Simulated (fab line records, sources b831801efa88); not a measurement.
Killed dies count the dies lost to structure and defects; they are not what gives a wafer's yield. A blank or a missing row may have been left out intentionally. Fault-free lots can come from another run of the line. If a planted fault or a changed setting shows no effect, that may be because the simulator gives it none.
A lot that was struck, set against a sound lot :: flow sky130 :: 15 steps out of a route of 708
Sound: these wafers, L478.2, L478.3, L478.6. Struck: wafer L492.1; the same lot's L492.6 was not struck, so it is left out; see the end for the cause.
Order at every step that has rows: each side's tool, ch and its chambers, its first start. Under that, the readings that differ: sound wafers :: struck wafers :: difference of the means :: sigmas: that difference in standard deviations of wafers without a fault.
alike: a reading whose means differ by less than 2 such deviations, as well as words and numbers matching on both sides. not compared: withheld readings; readings where some wafer has no value; bounds like >300 that might hide an equal value; numbers whose values overlap and for which the record gives no deviation.
The two part at a step that has a row with sigmas, a row that says differs or no value, or rows on one side only. Numbers that don't overlap but have no deviation are shown without sigmas and don't part them. A reading that every wafer of one side lacks parts them only if that side has two wafers or more.

SKY_METAL4_METAL_ETCH_18: etches the open film in Cl2/BCl3, stops on SiO2, target depth 845 nm, time 183.1 s.
  sound on rie_metal-01 ch 0, day 41 07:23; struck on rie_metal-02 ch 0, day 45 13:49
reading: rf_fwd_power_W (W)
sound: 896.7 893.7 895.6
struck: 900.4
difference: +5.1
sigmas: +2

reading: rf_hours_counter_h (h)
sound: - - -
struck: 0
difference: no value on the sound wafers
sigmas: 
  alike: drypump_motor_current_A, oes_product_au, throttle_valve_pct
SKY_METAL4_STRIP_19: strips in O2/N2.
  sound on plasma_asher-01 ch 0,1, day 41 07:41; struck on plasma_asher-01 ch 0, day 45 14:00
  alike: drypump_motor_current_A, oes_product_au, strip_time_to_endpoint_s
  not compared: rf_hours_counter_h
then, 4 steps without rows for these wafers: SKY_METAL4_STRIP_20 (strips in post etch residue remover, time 1200 s); SKY_METAL4_CLEAN_21 (cleans in IPA, time 180 s); SKY_METAL4_CLEAN_22 (cleans in O3/DIW); SKY_VIA4_HDPCVD_00 (deposits SiO2, target thk 1750 nm, time 291.7 s).
SKY_VIA4_THK_MEAS_01:
  struck on film_metro-04, day 45 14:47; sound on film_metro-03, day 41 08:31
  alike: VIA4_HDPCVD_THK
SKY_VIA4_CMP_02: polishes SiO2.
  sound on cmp-02 ch 1,2, day 41 08:37; struck on cmp-01 ch 1, day 45 15:21
  alike: motor_current_A, retaining_ring_pressure_frac, slurry_filter_dp_kPa
SKY_VIA4_BOW_MEAS_03:
  struck on film_metro-03, day 45 15:39; sound on film_metro-01, day 41 08:53
reading: VIA4_BOW (um)
sound: 78 75 66
struck: 97
difference: +24
sigmas: +3
then, 3 steps without rows for these wafers: SKY_VIA4_DEHYDRATE_04 (time 60 s); SKY_VIA4_HMDS_05 (prime time 60 s); SKY_VIA4_COAT_06 (resist thk 1140 nm).
SKY_VIA4_SOFTBAKE_07: time 60 s.
  sound on litho_track-01 ch 0, day 41 20:12; struck on litho_track-04 ch 0, day 46 00:52
reading: heater_power_total_W (W)
sound: 56.60 56.64 56.58
struck: 61.36
difference: +4.75
sigmas: +99 or more

reading: run_length_s (s)
sound: 89.20 89.16 89.45
struck: 76.22
difference: -13.05
sigmas: -93
then, 1 step without rows for these wafers: SKY_VIA4_EXPOSE_08 (exposes mask VIM4, target cd 800 nm).
-- the record jumps here: 3 days lie between the struck wafers' starts before and after (it left off in module VIA4 and takes up again in module PAD_OPEN, whose first step shown is number 708 of the route) --
SKY_PAD_OPEN_PROBE_99:
  struck on prober-02, day 49 01:35; sound on prober-01, day 45 07:50
  alike: defect_limited_yield, killed_at_M0_to_M3, killed_at_M4_up, killed_at_contacts, killed_at_front_end, killed_at_other, killed_dies, killed_on_rim, killed_open, killed_short, sort_bin_3_pad_short, sort_bin_5_function, sort_bin_6_memory, sort_n_pass, sort_yield_pct

== WHERE THEY PART ==
Last at SKY_VIA4_SOFTBAKE_07 as far as this record goes, first at SKY_METAL4_METAL_ETCH_18. Later steps at which nothing parts them and some readings are alike: SKY_PAD_OPEN_PROBE_99.

WHY: whatever the simulator had introduced
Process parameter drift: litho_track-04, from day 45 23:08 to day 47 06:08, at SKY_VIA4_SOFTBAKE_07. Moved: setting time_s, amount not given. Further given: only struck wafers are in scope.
